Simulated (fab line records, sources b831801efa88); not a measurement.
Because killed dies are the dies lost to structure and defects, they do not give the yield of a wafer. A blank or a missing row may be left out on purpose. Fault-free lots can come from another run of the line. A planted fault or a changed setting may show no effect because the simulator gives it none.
A struck lot beside a sound one + flow gf180mcu + 43 steps out of a route of 602
Sound: these wafers, L173.1, L173.5, L173.6. Wafers L178.1, L178.5, L178.6 were the ones struck. The cause comes at the end.
Per side, at each step with rows, come the tool, then ch with its chambers, and then its first start. Under that, the readings that differ: sound wafers + struck wafers + difference of the means + sigmas: that difference in standard deviations of wafers without a fault.
alike: a reading whose means differ by less than 2 such deviations, as well as words and numbers matching on both sides. not compared: withheld readings; readings where some wafer has no value; bounds like >300 that might hide an equal value; numbers whose values overlap and for which the record gives no deviation.
Wherever a step has rows on one side only, a row that says differs or no value, or a row with sigmas, the two part there. When numbers do not overlap yet have no deviation, they are printed without sigmas and do not part them. A reading that every wafer of one side lacks parts them only if that side has two wafers or more.

first, 1 step without rows for these wafers: GF_VT_IMPLANT_IMPLANT_30.
GF_VT_IMPLANT_STRIP_31: strips in O2/N2.
  sound on plasma asher-03 ch 0,1, day 8 10:56; struck on plasma asher-04 ch 0,1, day 9 16:47
  alike: drypump motor current A, heater power w, oes product au, platen temp c, strip time to endpoint s
  not compared: rf hours counter h
GF_VT_IMPLANT_TW_MEAS_32:
  sound on film metro-01, day 8 11:02; struck on film metro-02, day 9 16:53
  alike: VT_IMPLANT_3_TW
then, 7 steps without rows for these wafers: GF_VT_IMPLANT_DEHYDRATE_33 (time 60 s); GF_VT_IMPLANT_HMDS_34 (prime time 60 s); GF_VT_IMPLANT_COAT_35 (resist thk 1000 nm); GF_VT_IMPLANT_SOFTBAKE_36 (time 60 s); GF_VT_IMPLANT_EXPOSE_37 (exposes mask Nwell HV AREA, target cd 860 nm); GF_VT_IMPLANT_PEB_38; GF_VT_IMPLANT_DEVELOP_39 (develop time 60 s).
GF_VT_IMPLANT_OVL_MEAS_40:
  sound on overlay-02, day 9 03:19; struck on overlay-01, day 10 10:13
  alike: VT_IMPLANT_03_OVL
next, for these wafers, 1 step has no rows: GF_VT_IMPLANT_IMPLANT_41.
GF_VT_IMPLANT_STRIP_42: strips in O2/N2.
  sound on plasma asher-04 ch 0,1, day 9 03:30; struck on plasma asher-04 ch 0,1, day 10 10:23
  alike: drypump motor current A, heater power w, oes product au, platen temp c, strip time to endpoint s
  not compared: rf hours counter h
GF_VT_IMPLANT_TW_MEAS_43:
  sound on film metro-03, day 9 03:36; struck on film metro-01, day 10 10:29
  alike: VT_IMPLANT_4_TW
then, 1 step without rows for these wafers: GF_VT_IMPLANT_CLEAN_44 (cleans in SC1/SC2, time 150 s).
GF_VT_IMPLANT_RTA_45: time 30 s.
  sound on rtp anneal-02 ch 0, day 9 03:43; struck on rtp anneal-02 ch 0, day 10 10:36
  alike: lamp power pct, wafer_temp_C_max
GF_VT_IMPLANT_RS_MEAS_46: measures by four-point-probe.
  sound on film metro-03, day 9 03:49; struck on film metro-04, day 10 10:42
  alike: MVSD_RS
GF_VT_IMPLANT_RS_MEAS_47: measures by four-point-probe.
  sound on film metro-03, day 9 03:56; struck on film metro-04, day 10 10:49
  alike: NWELL_RS
GF_VT_IMPLANT_RS_MEAS_48: measures by four-point-probe.
  sound on film metro-03, day 9 04:03; struck on film metro-04, day 10 10:56
  alike: LVPWELL_RS
GF_VT_IMPLANT_RS_MEAS_49: measures by four-point-probe.
  sound on film metro-03, day 9 04:10; struck on film metro-04, day 10 11:04
  alike: MVPSD_RS
then, 4 steps without rows for these wafers: GF_VT_IMPLANT_WET_ETCH_50 (etches SiO2 in dHF, target depth 20 nm, time 400 s); GF_DUAL_GATE_CLEAN_00 (cleans in SC1/SC2, time 150 s); GF_DUAL_GATE_CLEAN_01 (cleans in dHF, time 20 s); GF_DUAL_GATE_OXIDATION_02 (stabilise 600 s, purge 300 s, target thk 10.887 nm).
GF_DUAL_GATE_THK_MEAS_03:
  sound on film metro-01, day 9 06:18; struck on film metro-01, day 10 12:49
  alike: DUAL_GATE_OXIDATION_00_THK
then, 7 steps without rows for these wafers: GF_DUAL_GATE_DEHYDRATE_04 (time 60 s); GF_DUAL_GATE_HMDS_05 (prime time 60 s); GF_DUAL_GATE_COAT_06 (resist thk 1000 nm); GF_DUAL_GATE_SOFTBAKE_07 (time 60 s); GF_DUAL_GATE_EXPOSE_08 (exposes mask Dualgate, target cd 700 nm); GF_DUAL_GATE_PEB_09; GF_DUAL_GATE_DEVELOP_10 (develop time 60 s).
GF_DUAL_GATE_OVL_MEAS_11:
  sound on overlay-02, day 9 23:19; struck on overlay-02, day 11 06:25
  alike: DUAL_GATE_OVL
then, 1 step without rows for these wafers: GF_DUAL_GATE_WET_ETCH_12 (etches SiO2 in dHF, target depth 13 nm, time 260 s).
GF_DUAL_GATE_STRIP_13: strips in O2/N2.
  sound on plasma asher-01 ch 0,1, day 9 23:26; struck on plasma asher-01 ch 0,1, day 11 06:32
| reading           | sound                | struck               | difference | sigmas |
|-------------------|----------------------|----------------------|------------|--------|
| platen temp c (C) | 250.41 250.17 249.95 | 249.51 249.78 249.74 | -0.50      | -2     |
  alike: drypump motor current A, heater power w, oes product au, strip time to endpoint s
  not compared: rf hours counter h
then, 3 steps without rows for these wafers: GF_DUAL_GATE_CLEAN_14 (cleans in SC1/SC2, time 150 s); GF_DUAL_GATE_OXIDATION_15 (stabilise 600 s, purge 300 s, target thk 7.098 nm); GF_POLY_GATE_CVD_00 (deposits poly-Si, target thk 200 nm, time 1200 s).
GF_POLY_GATE_THK_MEAS_01:
  sound on film metro-02, day 10 02:29; struck on film metro-01, day 11 10:55
  alike: POLY_GATE_CVD_00_THK
then, 3 steps without rows for these wafers: GF_POLY_GATE_DEHYDRATE_02 (time 60 s); GF_POLY_GATE_HMDS_03 (prime time 60 s); GF_POLY_GATE_COAT_04.
-- here the record skips 20 days between the struck wafers' starts before and after, leaving off in module POLY_GATE and picking up in module PASSIVATION (first step shown: number 602 of the route) --
GF_PASSIVATION_PROBE_99:
  only the struck wafers here have rows in the record (prober-01, day 31 10:53); the sound ones have none

WHERE THEY PART
First at GF_DUAL_GATE_STRIP_13; last, within this record, at GF_PASSIVATION_PROBE_99.

WHY: what the simulator had put in
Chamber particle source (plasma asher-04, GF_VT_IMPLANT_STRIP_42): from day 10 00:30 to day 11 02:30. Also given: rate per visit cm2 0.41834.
